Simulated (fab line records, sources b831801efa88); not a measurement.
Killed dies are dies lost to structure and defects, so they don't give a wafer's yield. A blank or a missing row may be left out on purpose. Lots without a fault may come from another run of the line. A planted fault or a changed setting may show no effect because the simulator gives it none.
Chamber matching | flow gf180mcu | GF_V2_CMP_04 on cmp-02: 4 sister chambers
The step polishes SiO2. 4 wafers are shown with their chamber, then 8 later ones without.

WAFERS WITH THEIR CHAMBER
wafer  | chamber | motor_current_A (A)
L827.1 | 3       | 12.7
L827.4 | 0       | 13.9
L827.5 | 1       | 11.3
L829.1 | 2       | 10.8

WAFERS WITHOUT THEIR CHAMBER
wafer  | motor_current_A (A)
L829.2 | 11.0
L829.3 | 12.0
L832.2 | 12.1
L832.3 | 12.2
L832.6 | 14.1
L833.2 | 14.1
L833.3 | 12.7
L833.6 | 11.1

WHICH CHAMBER EACH WENT THROUGH
wafer  | from the rows above          | in truth
L829.2 | can't be placed: 2 or 1      | 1
L829.3 | can't be placed: 1 or 3 or 2 | 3
L832.2 | can't be placed: 3 or 1 or 2 | 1
L832.3 | can't be placed: 3 or 1      | 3
L832.6 | 0                            | 0
L833.2 | 0                            | 0
L833.3 | 3                            | 3
L833.6 | can't be placed: 1 or 2      | 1
Placed correctly: 3 of 8. Can't be placed from these rows: 5 (the true chamber is among the candidates in 5). Placed wrongly: 0.
How it was worked out, from the rows above alone: a wafer's distance from a chamber is the root of the sum, over the readings, of the square of ((its reading less the chamber's mean) divided by the reading's scatter). The wafer belongs to the nearest chamber; if the next one is less than 2 further off, it can't be placed. A chamber's mean is the mean of its shown wafers. The scatter: with one shown wafer a chamber, the root of the mean of the squares of how far each hidden wafer lies from its nearest shown one.
